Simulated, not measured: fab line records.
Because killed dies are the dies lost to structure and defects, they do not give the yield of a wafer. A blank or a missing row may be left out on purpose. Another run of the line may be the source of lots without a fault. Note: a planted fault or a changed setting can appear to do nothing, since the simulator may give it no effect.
Commonality check across tools + flow sky130 + 11 lots and 33 wafers in the sample

WHY THIS WAS OPENED
At SKY_SONOS_ONO_THK_MEAS_01 the reading SONOS_ONO_OXIDATION_THK is flagged on 2 of 11 lots. Fault-free wafers read 2.59 nm, with a standard deviation of 0.058.
Rule: a lot is flagged when every wafer of it that has a number lies more than 4 standard deviations from that mean, or none has a number. The rest of the lots are taken to be sound.

| lot  | measured     | on           | SONOS_ONO_OXIDATION_THK (nm), wafer by wafer | flag    |
|------|--------------|--------------|----------------------------------------------|---------|
| L620 | day 11 11:13 | filmMetro-01 | 2.53 2.58 2.66                               |         |
| L621 | day 11 19:11 | filmMetro-03 | 2.59 2.61 2.62                               |         |
| L622 | day 12 05:49 | filmMetro-01 | 2.60 2.59 2.59                               |         |
| L623 | day 12 13:59 | filmMetro-03 | 2.62 2.62 2.61                               |         |
| L624 | day 12 19:51 | filmMetro-02 | 2.51 2.58 2.51                               |         |
| L625 | day 13 00:56 | filmMetro-02 | 2.69 2.65 2.59                               |         |
| L632 | day 15 12:06 | filmMetro-02 | 3.07 3.02 3.08                               | FLAGGED |
| L633 | day 15 21:29 | filmMetro-02 | 3.07 3.12 3.14                               | FLAGGED |
| L641 | day 18 12:26 | filmMetro-01 | 2.56 2.60 2.59                               |         |
| L642 | day 18 21:22 | filmMetro-03 | 2.60 2.55 2.56                               |         |
| L643 | day 19 05:43 | filmMetro-02 | 2.63 2.59 2.59                               |         |
On average the flagged lots' numbers are 3.08 nm, which is +0.49 nm against the usual, or +9 standard deviations.

WHICH TOOL RAN EACH LOT
Before the reading, the record contains 2 process steps out of a 708-step route. In each cell: the tool, then ch and the chambers that the sampled wafers went through, then the start.
| lot  | flag    | SKY_FIELD_ISO_ETCH_15            | SKY_SONOS_ONO_OXIDATION_00    |
|------|---------|----------------------------------|-------------------------------|
| L620 |         | rieDiel-02 ch 0,2,3, day 2 04:59 | furnace-01 ch 0, day 11 09:52 |
| L621 |         | rieDiel-04 ch 0,3, day 2 10:01   | furnace-01 ch 0, day 11 17:50 |
| L622 |         | rieDiel-04 ch 0,1, day 2 15:28   | furnace-01 ch 0, day 12 04:26 |
| L623 |         | rieDiel-03 ch 0,1, day 2 23:05   | furnace-01 ch 0, day 12 12:38 |
| L624 |         | rieDiel-03 ch 0,2, day 3 02:17   | furnace-02 ch 0, day 12 18:30 |
| L625 |         | rieDiel-03 ch 2,3, day 3 06:29   | furnace-01 ch 0, day 12 23:34 |
| L632 | FLAGGED | rieDiel-04 ch 1,2,3, day 4 19:14 | furnace-01 ch 0, day 15 10:45 |
| L633 | FLAGGED | rieDiel-03 ch 0,2,3, day 5 00:23 | furnace-01 ch 0, day 15 20:07 |
| L641 |         | rieDiel-04 ch 0,2,3, day 6 19:05 | furnace-02 ch 0, day 18 11:04 |
| L642 |         | rieDiel-04 ch 2,3, day 6 23:26   | furnace-01 ch 0, day 18 20:01 |
| L643 |         | rieDiel-02 ch 2,3, day 7 04:20   | furnace-01 ch 0, day 19 04:22 |
What the steps here do:
- SKY_FIELD_ISO_ETCH_15: etches the open film in CHF3/O2, stops on Si, target depth 180 nm, time 72 s.
- SKY_SONOS_ONO_OXIDATION_00: stabilise 600 s, purge 300 s, target thk 2.6 nm.
- SKY_SONOS_ONO_THK_MEAS_01

FLAGGED OVER TOTAL, TOOL BY TOOL (the gauges that took the reading come last)
| step                       | tool         | lots run | flagged | share of the flagged lots | sound lots run after its first flagged lot |
|----------------------------|--------------|----------|---------|---------------------------|--------------------------------------------|
| SKY_FIELD_ISO_ETCH_15      | rieDiel-02   | 2        | 0       | none                      | -                                          |
| SKY_FIELD_ISO_ETCH_15      | rieDiel-03   | 4        | 1       | some                      | 0                                          |
| SKY_FIELD_ISO_ETCH_15      | rieDiel-04   | 5        | 1       | some                      | 2 (L641,L642)                              |
| SKY_SONOS_ONO_OXIDATION_00 | furnace-01   | 9        | 2       | all                       | 2 (L642,L643)                              |
| SKY_SONOS_ONO_OXIDATION_00 | furnace-02   | 2        | 0       | none                      | -                                          |
| SKY_SONOS_ONO_THK_MEAS_01  | filmMetro-01 | 3        | 0       | none                      | -                                          |
| SKY_SONOS_ONO_THK_MEAS_01  | filmMetro-02 | 5        | 2       | all                       | 1 (L643)                                   |
| SKY_SONOS_ONO_THK_MEAS_01  | filmMetro-03 | 3        | 0       | none                      | -                                          |

WHAT THE TABLE ALLOWS
Every flagged lot went through 2 rows of the table: furnace-01 at SKY_SONOS_ONO_OXIDATION_00 and filmMetro-02 at SKY_SONOS_ONO_THK_MEAS_01.
- furnace-01 at SKY_SONOS_ONO_OXIDATION_00: 2 of its 9 lots flagged. After the first flagged lot (L642, L643), sound lots still ran on it; a lasting fault on the whole tool would not permit that. Its own readings lie more than 4 standard deviations out on every wafer of the flagged lots: spikeTcBottomC, spikeTcCentreC, spikeTcLowerC, spikeTcTopC, spikeTcUpperC, tubeCenterTempC, tube_center_temp_C_max.
- filmMetro-02 at SKY_SONOS_ONO_THK_MEAS_01: 2 of its 5 lots flagged. After the first flagged lot (L643), sound lots still ran on it; a lasting fault on the whole tool would not permit that.
No row of the table ran every flagged lot and no sound lot after the first.

WHAT WAS PUT IN BY THE SIMULATOR
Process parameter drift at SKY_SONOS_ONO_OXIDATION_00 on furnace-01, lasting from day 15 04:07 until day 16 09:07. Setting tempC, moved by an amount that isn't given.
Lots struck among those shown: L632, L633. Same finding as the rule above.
